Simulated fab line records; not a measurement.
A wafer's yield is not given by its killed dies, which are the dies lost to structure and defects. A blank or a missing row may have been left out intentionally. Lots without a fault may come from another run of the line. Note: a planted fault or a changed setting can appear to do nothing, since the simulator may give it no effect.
Check of tool commonality ; flow sky130 ; Sample size 14 lots and 48 wafers

== THE REASON FOR OPENING IT ==
Of 14 lots, 2 have the reading RES_XHIGH_TW flagged at SKY_RES_XHIGH_TW_MEAS_09. Fault-free wafers read 1639, with a standard deviation of 20.
Rule: a lot is flagged in two cases, either no wafer of it has a number, or all its wafers with numbers fall more than 4 standard deviations from that mean. All remaining lots are regarded as sound.

lot;measured;on;RES_XHIGH_TW, wafer by wafer;flag
L532;day 28 00:39;filmMetro-04;1629 1637 1633;
L534;day 28 04:13;filmMetro-01;1661 1661 1662;
L533;day 28 05:03;filmMetro-03;1618 1611 1606;
L535;day 28 05:20;filmMetro-04;1638 1638 1637;
L540;day 29 12:56;filmMetro-01;1673 1673 1674;
L541;day 29 18:23;filmMetro-04;1638 1633 1632;
L543;day 30 04:52;filmMetro-01;31 30 31 30 31 31;FLAGGED
L542;day 30 07:57;filmMetro-04;30 30 30 30 30 30;FLAGGED
L547;day 31 13:16;filmMetro-04;1636 1626 1624;
L548;day 32 07:45;filmMetro-04;1642 1633 1649;
L550;day 33 02:02;filmMetro-04;1639 1645 1637;
L553;day 33 16:15;filmMetro-03;1619 1624 1610;
L554;day 33 21:03;filmMetro-04;1642 1644 1643;
L555;day 34 07:01;filmMetro-04;1645 1649 1647;
The numbers of the flagged lots are 30 on average: -1609 against the usual, or -80 standard deviations.

== LOT BY LOT: THE TOOL USED ==
Before the reading, the record contains 2 process steps out of a 708-step route. In each cell: the tool, then ch and the chambers that the sampled wafers went through, then the start.
lot;flag;SKY_POLY_CUT_ETCH_11;SKY_RES_XHIGH_EXPOSE_04
L532;;rieDiel-02 ch 1,2,3, day 25 14:29;ilineStepper-02 ch 0, day 27 09:41
L534;;rieDiel-04 ch 0,2,3, day 25 18:06;ilineStepper-01 ch 0, day 27 13:51
L533;;rieDiel-01 ch 0,1,3, day 25 18:20;ilineStepper-01 ch 0, day 27 14:19
L535;;rieDiel-04 ch 0,1,3, day 25 18:32;ilineStepper-02 ch 0, day 27 14:52
L540;;rieDiel-01 ch 1,3, day 27 04:26;ilineStepper-01 ch 0, day 28 23:08
L541;;rieDiel-01 ch 1,2,3, day 27 09:53;ilineStepper-01 ch 0, day 29 05:15
L543;FLAGGED;rieDiel-01 ch 2,3, day 27 21:15;ilineStepper-02, day 29 15:03
L542;FLAGGED;rieDiel-04 ch 2,3, day 28 00:17;ilineStepper-02, day 29 18:01
L547;;rieDiel-02 ch 0,1,3, day 29 06:53;ilineStepper-02 ch 0, day 30 23:47
L548;;rieDiel-04 ch 0,2, day 30 01:06;ilineStepper-02 ch 0, day 31 18:14
L550;;rieDiel-02 ch 2,3, day 30 20:15;ilineStepper-02 ch 0, day 32 12:56
L553;;rieDiel-01 ch 0,2,3, day 31 10:24;ilineStepper-01 ch 0, day 33 02:31
L554;;rieDiel-04 ch 1,2, day 31 14:08;ilineStepper-01 ch 0, day 33 07:21
L555;;rieDiel-01 ch 1,2, day 32 01:57;ilineStepper-02 ch 0, day 33 18:28
What the steps here do:
- SKY_POLY_CUT_ETCH_11: etches Si3N4 in CF4/CH2F2/Ar, stops on poly-Si, time 42.5 s, target depth 60 nm.
- SKY_RES_XHIGH_EXPOSE_04: exposes mask URPM, target cd 1270 nm.
- SKY_RES_XHIGH_TW_MEAS_09

== FLAGGED AGAINST TOTAL, ONE TOOL AT A TIME (gauges that did the reading follow at the end) ==
step;tool;lots run;flagged;share of the flagged lots;sound lots run after its first flagged lot
SKY_POLY_CUT_ETCH_11;rieDiel-01;6;1;some;2 (L553,L555)
SKY_POLY_CUT_ETCH_11;rieDiel-02;3;0;none;-
SKY_POLY_CUT_ETCH_11;rieDiel-04;5;1;some;2 (L548,L554)
SKY_RES_XHIGH_EXPOSE_04;ilineStepper-01;6;0;none;-
SKY_RES_XHIGH_EXPOSE_04;ilineStepper-02;8;2;all;4 (L547,L548,L550,L555)
SKY_RES_XHIGH_TW_MEAS_09;filmMetro-01;3;1;some;0
SKY_RES_XHIGH_TW_MEAS_09;filmMetro-03;2;0;none;-
SKY_RES_XHIGH_TW_MEAS_09;filmMetro-04;9;1;some;5 (L547,L548,L550,L554,L555)

== WHAT IS ALLOWED BY THE TABLE ==
1 row of the table ran every flagged lot: ilineStepper-02 at SKY_RES_XHIGH_EXPOSE_04.
- ilineStepper-02 at SKY_RES_XHIGH_EXPOSE_04 ran 8 lots, 2 of them flagged. Lots that were sound ran on it after the first flagged one (L547, L548, L550, L555); a persistent fault on the entire tool would not allow that. On the flagged lots its readings are blank where sound lots have values: exposureDoseMJCm2, focusOffsetNm.
There is no row in the table that ran each flagged lot and no sound lot after the first.

== WHAT WAS PUT IN BY THE SIMULATOR ==
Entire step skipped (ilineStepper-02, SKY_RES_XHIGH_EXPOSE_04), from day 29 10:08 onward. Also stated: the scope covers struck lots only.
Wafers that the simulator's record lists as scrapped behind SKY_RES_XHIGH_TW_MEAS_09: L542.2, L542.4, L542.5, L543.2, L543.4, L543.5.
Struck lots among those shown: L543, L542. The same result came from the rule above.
